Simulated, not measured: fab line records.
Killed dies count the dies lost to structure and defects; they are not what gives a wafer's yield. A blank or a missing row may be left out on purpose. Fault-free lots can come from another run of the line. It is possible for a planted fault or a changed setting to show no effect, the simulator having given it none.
Matching of chambers	flow sky130	SKY_POLY_CUT_ETCH_10 on rie-diel-01: 4 sister chambers
The step etches BARC in N2/H2, stops on SiO2, time 45.9 s, target depth 60 nm. 8 wafers are shown with their chamber, then 7 later ones without.

WAFERS WITH THEIR CHAMBER
wafer	chamber	drypump-motor-current-A (A)	oes-product-au (a.u.)
L588.3	0	5.4	0.857
L588.4	3	6.0	0.853
L588.6	3	6.0	0.854
L590.1	0	5.4	0.846
L590.4	2	6.4	0.855
L590.5	2	6.4	0.849
L592.3	1	6.5	0.848
L592.5	1	6.4	0.855

WAFERS MISSING THEIR CHAMBER
wafer	drypump-motor-current-A (A)	oes-product-au (a.u.)
L592.6	5.4	0.852
L601.2	5.4	0.860
L601.3	6.5	0.853
L601.5	6.0	0.859
L604.1	6.4	0.844
L604.2	6.0	0.854
L604.3	6.4	0.856

WHICH CHAMBER EACH ONE RAN IN
wafer	from the rows above	in truth
L592.6	0	0
L601.2	0	0
L601.3	can't be placed: 1 or 2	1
L601.5	3	3
L604.1	can't be placed: 2 or 1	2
L604.2	3	3
L604.3	can't be placed: 2 or 1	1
Correct placement for 4 of the 7. These rows do not allow placing 3 (true chamber among the candidates in 3). Number placed wrongly: 0.
How it was worked out, from the rows above alone: a wafer's distance from a chamber is the root of the sum, over the readings, of the square of ((its reading less the chamber's mean) divided by the reading's scatter). The wafer belongs to the nearest chamber; if the next one is less than 2 further off, it can't be placed. Each chamber's mean is taken over the wafers shown for it. The scatter: the root of (the sum of the squares of (reading less its chamber's mean) over the shown wafers, divided by (wafers less chambers)).
